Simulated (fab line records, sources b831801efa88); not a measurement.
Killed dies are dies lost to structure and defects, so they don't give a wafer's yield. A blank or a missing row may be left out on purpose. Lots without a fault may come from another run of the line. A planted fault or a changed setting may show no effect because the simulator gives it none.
A struck lot beside a sound one | flow gf180mcu | 30 steps out of a route of 602
Sound: wafers L979.1, L979.3, L979.6. Struck: wafers L986.1, L986.3, L986.5. The cause comes at the end.
At each step with rows: each side's tool, then ch and its chambers, then its first start. Under that, the readings that differ: sound wafers | struck wafers | difference of the means | sigmas: that difference in standard deviations of wafers without a fault.
alike: readings whose means differ by less than 2 such deviations, and words and numbers that are the same on both sides. not compared: withheld readings, readings that some wafer has no value for, bounds like >300 that may hide the same value, and numbers for which the record gives no deviation and whose values overlap.
The two part at a step that has a row with sigmas, a row that says differs or no value, or rows on one side only. Numbers that don't overlap but have no deviation are shown without sigmas and don't part them. A reading that every wafer of one side lacks parts them only if that side has two wafers or more.

first, 7 steps without rows for these wafers: GF_DUAL_GATE_DEHYDRATE_04 (time 60 s); GF_DUAL_GATE_HMDS_05 (prime time 60 s); GF_DUAL_GATE_COAT_06 (resist thk 1000 nm); GF_DUAL_GATE_SOFTBAKE_07 (time 60 s); GF_DUAL_GATE_EXPOSE_08 (exposes mask Dualgate, target cd 700 nm); GF_DUAL_GATE_PEB_09; GF_DUAL_GATE_DEVELOP_10 (develop time 60 s).
GF_DUAL_GATE_OVL_MEAS_11:
  sound on overlay-01, day 10 07:44; struck on overlay-02, day 12 07:47
  alike: DUAL_GATE_OVL
then, 1 step without rows for these wafers: GF_DUAL_GATE_WET_ETCH_12 (etches SiO2 in dHF, target depth 13 nm, time 260 s).
GF_DUAL_GATE_STRIP_13: strips in O2/N2.
  sound on plasma_asher-03 ch 0,1, day 10 07:52; struck on plasma_asher-01 ch 0,1, day 12 07:55
  alike: drypump_motor_current_A, heater_power_w, oes_product_au, strip_time_to_endpoint_s
  not compared: rf_hours_counter_h
then, 2 steps without rows for these wafers: GF_DUAL_GATE_CLEAN_14 (cleans in SC1/SC2, time 150 s); GF_DUAL_GATE_OXIDATION_15 (stabilise 600 s, purge 300 s, target thk 7.098 nm).
GF_POLY_GATE_CVD_00: deposits poly-Si, target thk 200 nm, time 1200 s.
  sound on lpcvd-02 ch 1, day 10 10:42; struck on lpcvd-02 ch 1, day 12 11:07
  alike: spike_tc_lower_C, zone_power_bottom_pct, zone_power_top_pct
GF_POLY_GATE_THK_MEAS_01:
  sound on film_metro-03, day 10 12:02; struck on film_metro-03, day 12 12:26
  reading                   | sound             | struck            | difference | sigmas
  POLY_GATE_CVD_00_THK (nm) | 200.7 203.6 201.5 | 401.8 401.0 399.5 | +198.8     | +90
then, 8 steps without rows for these wafers: GF_POLY_GATE_DEHYDRATE_02 (time 60 s); GF_POLY_GATE_HMDS_03 (prime time 60 s); GF_POLY_GATE_COAT_04; GF_POLY_GATE_COAT_05 (resist thk 700 nm); GF_POLY_GATE_SOFTBAKE_06 (time 60 s); GF_POLY_GATE_EXPOSE_07 (exposes mask Poly2, target cd 280 nm); GF_POLY_GATE_PEB_08 (peb time 90 s); GF_POLY_GATE_DEVELOP_09 (develop time 60 s).
GF_POLY_GATE_CD_MEAS_10: target cd 280 nm.
  sound on cd_sem-02, day 11 06:44; struck on cd_sem-02, day 13 06:46
  alike: cd_nm
GF_POLY_GATE_OVL_MEAS_11:
  sound on overlay-01, day 11 06:52; struck on overlay-01, day 13 06:53
  alike: POLY_GATE_OVL
GF_POLY_GATE_ETCH_12: etches BARC in N2/H2.
  sound on rie_diel-03 ch 2,3, day 11 06:54; struck on rie_diel-03 ch 1,3, day 13 06:56
  alike: drypump_motor_current_A, oes_product_au, throttle_valve_pct
GF_POLY_GATE_ETCH_13: etches poly-Si in HBr/Cl2, stops on SiO2, target depth 198.5 nm, time 69.6 s.
  sound on rie_si-02 ch 0,2,3, day 11 06:57; struck on rie_si-01 ch 0,1,3, day 13 06:59
  alike: drypump_motor_current_A, oes_product_au, throttle_valve_pct
  not compared: rf_hours_counter_h, model.POLY_GATE.feature_depth_nm, model.etch.depth_nm
GF_POLY_GATE_STRIP_14: strips in O2/N2.
  sound on plasma_asher-02 ch 0,1, day 11 07:00; struck on plasma_asher-02 ch 0,1, day 13 07:02
  reading                                       | sound             | struck            | difference | sigmas
  model.poly-Si_of_POLY_GATE_CVD_00.thk_nm (nm) | 200.5 203.4 201.3 | 401.8 400.6 399.3 | +198.8     |
  alike: drypump_motor_current_A, heater_power_w, oes_product_au
  not compared: rf_hours_counter_h
GF_POLY_GATE_CLEAN_15: cleans in SC1/SC2, time 150 s.
  sound on wet_bench-04 ch 1, day 11 07:06; struck on wet_bench-02 ch 3, day 13 07:08
  reading                                       | sound           | struck            | difference | sigmas
  model.poly-Si_of_POLY_GATE_CVD_00.thk_nm (nm) | 200.1 203 200.9 | 401.4 400.2 398.9 | +198.8     |
  alike: temp_c
then, 1 step without rows for these wafers: GF_POLY_GATE_OXIDATION_16 (stabilise 600 s, purge 300 s, target thk 4 nm).
-- the record jumps here: 20 days lie between the struck wafers' starts before and after (it left off in module POLY_GATE and takes up again in module PASSIVATION, whose first step shown is number 602 of the route) --
GF_PASSIVATION_PROBE_99:
  the record has rows for the struck wafers here (prober-02, day 32 23:22) and none for the sound ones

WHERE THEY PART
First at GF_POLY_GATE_THK_MEAS_01; last, within this record, at GF_PASSIVATION_PROBE_99.

WHY: what the simulator had put in
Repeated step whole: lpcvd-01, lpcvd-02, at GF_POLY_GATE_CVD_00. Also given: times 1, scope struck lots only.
